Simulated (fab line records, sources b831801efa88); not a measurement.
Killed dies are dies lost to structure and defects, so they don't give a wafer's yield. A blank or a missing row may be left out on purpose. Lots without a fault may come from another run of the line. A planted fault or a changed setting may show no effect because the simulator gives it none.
Problem report in the 8D (eight disciplines) form, filled by code | flow gf180mcu | the parts of the form that need people (team, actions taken, sign-off) are left out

1. THE PROBLEM
CONTACT_W_RS at GF_CONTACT_RS_MEAS_25 reads a mean of 0.474 ohm/sq on 1 wafer of 1 lot; wafers without a fault read 0.386 ohm/sq with a standard deviation of 0.0045. That is +20 standard deviations from the usual mean.
The step: measures by four-point-probe.
First seen on wafer L751.6, day 23 23:16, on film_metro-01. The record holds 38 wafers of 13 lots with a number at this step. Rule for "out", or "out of limits": more than 4 standard deviations from the usual mean. The other wafers with a number count as sound.

2. WHAT IT IS AND WHAT IT IS NOT
question                    | is                | is not
which readings at this step | CONTACT_W_RS      | -
which lots                  | L751              | L730, L731, L732, L733, L734, L735, L736, L737, L738, L741, L742, L743
which wafers of those lots  | L751.6            | L751.5
read on which gauges        | film_metro-01     | film_metro-03, film_metro-04
when                        | from day 23 23:16 | up to then (37 sound wafers)

3. SUSPECTS, AND WHAT RULES EACH OUT
Counting: a tool at a process step up to the reading stays a suspect if it ran every lot that is out. Sound lots after the first of them don't rule it out here, since some wafers of a struck lot are sound.
- the gauge at GF_CONTACT_RS_MEAS_25: kept. All the wafers that are out were read on film_metro-01, and no step on other tools shows them out.
- pvd_sputter-04 at GF_SALICIDE_SPUTTER_02 (material Co, target thk 10 nm, time 20 s): kept. It ran the lot that is out, L751 (day 22 23:01); its last sound lot up to then is L737 (day 17 19:22).
- cvd_w-02 at GF_CONTACT_CVD_24 (deposits W, target thk 300 nm, time 90.339 s): kept. It ran the lot that is out, L751 (day 23 23:10); its last sound lot up to then is L742 (day 20 19:48).
- Within cvd_w-02 at GF_CONTACT_CVD_24: the wafers that are out ran in chamber 0; their sound lot-mates ran in chamber 1.
Left after counting: pvd_sputter-04 at GF_SALICIDE_SPUTTER_02, cvd_w-02 at GF_CONTACT_CVD_24, film_metro-01 at GF_CONTACT_RS_MEAS_25.

4. THE CAUSE (what the simulator had put in)
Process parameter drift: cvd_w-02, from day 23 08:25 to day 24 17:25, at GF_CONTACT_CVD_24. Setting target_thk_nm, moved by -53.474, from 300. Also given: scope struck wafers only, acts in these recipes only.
Counting left 3 suspects, and this tool is among them.

5. THE CHAIN OF EFFECTS, in route order
Each row: a reading whose mean over the struck wafers that have a number lies more than 3 standard deviations from the usual. Only readings for which the record gives a usual standard deviation are gone through. hours: the time from each lot's start at the first step in this table that gives one to its start at this step, as a median over the lots. sigmas: the change in usual standard deviations.
hours | step                   | reading       | usual        | on struck wafers | change | sigmas
0     | GF_CONTACT_RS_MEAS_25  | CONTACT_W_RS  | 0.386 ohm/sq | 0.474            | +0.088 | +20
0     | GF_CONTACT_THK_MEAS_26 | CONTACT_W_THK | 295 nm       | 244              | -51    | -11

6. WHAT WOULD HAVE CAUGHT IT SOONER
In this record the first reading out of limits at a measuring or inspecting step was taken at day 23 23:16, 15 hours after the fault began at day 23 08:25.
Of the tool readings at GF_CONTACT_CVD_24 for which the record gives a usual standard deviation, none was out on any struck wafer, so an alarm limit of 4 standard deviations on them would not have fired.
All the lots that are out (1) had begun GF_CONTACT_CVD_24 on cvd_w-02 by day 23 23:16. A hold on the tool at that time would have spared none of them.
